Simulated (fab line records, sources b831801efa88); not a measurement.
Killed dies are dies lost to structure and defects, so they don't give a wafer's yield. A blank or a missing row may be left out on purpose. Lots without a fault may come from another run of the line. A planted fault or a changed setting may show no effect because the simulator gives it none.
Which tool did it? | flow gf180mcu | 12 lots, 36 wafers sampled, at 1 step of a route of 602

WHAT THE GAUGES READ, wafer by wafer
GF_V4_THK_MEAS_25: measures by xrf.
lot  | measured     | on            | V4_W_THK (nm)
L764 | day 24 15:19 | film_metro-03 | 362 357 359
L765 | day 24 19:04 | film_metro-03 | 358 353 354
L766 | day 25 10:49 | film_metro-03 | 355 354 356
L767 | day 25 13:55 | film_metro-03 | 363 362 357
L768 | day 25 22:11 | film_metro-03 | 360 358 357
L774 | day 28 00:11 | film_metro-04 | 353 358 353
L780 | day 29 15:46 | film_metro-03 | 356 357 354
L781 | day 29 22:44 | film_metro-04 | 365 357 359
L782 | day 30 06:39 | film_metro-03 | 354 355 355
L784 | day 30 19:16 | film_metro-04 | 362 357 359
L785 | day 31 00:04 | film_metro-04 | 359 354 358
L787 | day 31 12:11 | film_metro-04 | 360 353 359

WHICH TOOL RAN EACH LOT (tool, then ch and the chambers of the sampled wafers, then the start)
The record holds no process step before these readings.

WHAT THE TOOLS THEMSELVES READ (means of the sampled wafers that have a number; where no wafer has one, the mark that the record gives instead)
The record holds no such reading with a usual standard deviation.

THE ANSWER, worked out from the rows above alone
Rule: what is usual is taken from the lots themselves. Put in order of their means at a reading, lots are off if they are a third of the lots or fewer, leave a main group of 4 or more, and stand apart from it by a gap of 3 or more times the standard deviation of the main group's means; of several such gaps the widest counts. A main group whose means are all the same, to the digits that the tables above print for the reading, isn't used. A lot without any number at a reading at which 4 lots or more have one is off too. The other lots that the step has rows for count as sound. The gauges are gone through in route order, then the tools' own readings, and for those a lot's mean is taken as printed above. The first step at which some lot is off is used, and at that step the reading that is off furthest; a lot without a number counts as furthest.
No lot is off at any reading shown: from this, nothing can be told.

WHAT THE SIMULATOR HAD PUT IN
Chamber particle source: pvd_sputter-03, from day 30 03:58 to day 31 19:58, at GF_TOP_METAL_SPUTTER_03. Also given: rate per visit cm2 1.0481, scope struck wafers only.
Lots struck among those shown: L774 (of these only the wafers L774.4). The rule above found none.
